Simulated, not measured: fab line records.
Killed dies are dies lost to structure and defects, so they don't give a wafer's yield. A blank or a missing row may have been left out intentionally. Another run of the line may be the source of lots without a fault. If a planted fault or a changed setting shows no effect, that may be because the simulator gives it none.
Struck lot and sound lot, side by side + flow gf180mcu + 27 out of 602 route steps
Sound: the wafers L770.2, L770.3, L770.4. Wafers struck: L764.1, L764.2, L764.4. The cause comes at the end.
For every step that has rows: the tool of each side, followed by ch and its chambers, followed by its first start. Under that, the readings that differ: sound wafers + struck wafers + difference of the means + sigmas: that difference in standard deviations of wafers without a fault.
alike: readings with means less than 2 such deviations apart, plus words and numbers identical on both sides. not compared: withheld readings, readings lacking a value on some wafer, bounds such as >300 that could conceal the same value, and numbers that have no deviation in the record and whose values overlap.
Wherever a step has rows on one side only, a row that says differs or no value, or a row with sigmas, the two part there. Numbers that don't overlap but have no deviation are shown without sigmas and don't part them. Lack of a reading on every wafer of one side parts them only where that side has two or more wafers.

GF_NWELL_STRIP_10: strips in O2/N2.
  sound on plasmaAsher-02 ch 0,1, day 7 19:23; struck on plasmaAsher-03 ch 0,1, day 6 06:52
  alike: chamberPressureMTorr, drypumpMotorCurrentA, heaterPowerW, oesProductAu, stripTimeToEndpointS
  not compared: rfHoursCounterH
GF_NWELL_TW_MEAS_11:
  sound on filmMetro-01, day 7 19:29; struck on filmMetro-01, day 6 06:58
  alike: NWELL_TW
then, 7 steps without rows for these wafers: GF_LVPWELL_DEHYDRATE_00 (time 60 s); GF_LVPWELL_HMDS_01 (prime time 60 s); GF_LVPWELL_COAT_02 (resist thk 3000 nm); GF_LVPWELL_SOFTBAKE_03; GF_LVPWELL_EXPOSE_04 (exposes mask LVPWELL, target cd 600 nm); GF_LVPWELL_PEB_05; GF_LVPWELL_DEVELOP_06 (develop time 60 s).
GF_LVPWELL_OVL_MEAS_07:
  sound on overlay-02, day 8 10:23; struck on overlay-01, day 6 20:17
  alike: LVPWELL_OVL
then, 2 steps without rows for these wafers: GF_LVPWELL_IMPLANT_08; GF_LVPWELL_IMPLANT_09.
GF_LVPWELL_STRIP_10: strips in O2/N2.
  sound on plasmaAsher-01 ch 0,1, day 8 10:43; struck on plasmaAsher-01 ch 0,1, day 6 20:37
  no value came back on the struck wafers for any of 5 readings (chamberPressureMTorr (mTorr), drypumpMotorCurrentA (A) and others); on the sound wafers chamberPressureMTorr (mTorr) reads 1500.9 1500.8 1501.8
| reading                                  | sound | struck         | difference | sigmas |
|------------------------------------------|-------|----------------|------------|--------|
| model.coat_of_LVPWELL_COAT_02.thkNm (nm) | 0 0 0 | 3020 3008 3001 | +3010      |        |
  not compared: rfHoursCounterH
GF_LVPWELL_TW_MEAS_11:
  sound on filmMetro-01, day 8 10:50; struck on filmMetro-03, day 6 20:43
  alike: LVPWELL_TW
then, 7 steps without rows for these wafers: GF_MVSD_DEHYDRATE_00 (time 60 s); GF_MVSD_HMDS_01 (prime time 60 s); GF_MVSD_COAT_02 (resist thk 3000 nm); GF_MVSD_SOFTBAKE_03; GF_MVSD_EXPOSE_04 (exposes mask MVSD, target cd 1000 nm); GF_MVSD_PEB_05; GF_MVSD_DEVELOP_06 (develop time 60 s).
GF_MVSD_OVL_MEAS_07:
  sound on overlay-01, day 9 02:05; struck on overlay-02, day 7 11:05
  alike: MVSD_OVL
then, 2 steps without rows for these wafers: GF_MVSD_IMPLANT_08; GF_MVSD_IMPLANT_09.
GF_MVSD_STRIP_10: strips in O2/N2.
  sound on plasmaAsher-01 ch 0,1, day 9 02:25; struck on plasmaAsher-04 ch 0,1, day 7 11:25
| reading                  | sound             | struck            | difference | sigmas      |
|--------------------------|-------------------|-------------------|------------|-------------|
| oesProductAu (a.u.)      | 0.725 0.719 0.722 | 0.732 0.739 0.739 | +0.015     | +3          |
| stripTimeToEndpointS (s) | 36.92 36.87 36.85 | 81.33 81.14 81.05 | +44.29     | +99 or more |
  alike: chamberPressureMTorr, drypumpMotorCurrentA, heaterPowerW
  not compared: rfHoursCounterH
GF_MVSD_TW_MEAS_11:
  sound on filmMetro-01, day 9 02:32; struck on filmMetro-02, day 7 11:31
| reading | sound          | struck   | difference | sigmas      |
|---------|----------------|----------|------------|-------------|
| MVSD_TW | 1579 1579 1574 | 30 30 29 | -1548      | -99 or more |
then, 1 step without rows for these wafers: GF_MVPSD_DEHYDRATE_00 (time 60 s).

WHERE THEY PART
Earliest at GF_LVPWELL_STRIP_10; latest, in this record, at GF_MVSD_TW_MEAS_11.

WHY: what the simulator had put in
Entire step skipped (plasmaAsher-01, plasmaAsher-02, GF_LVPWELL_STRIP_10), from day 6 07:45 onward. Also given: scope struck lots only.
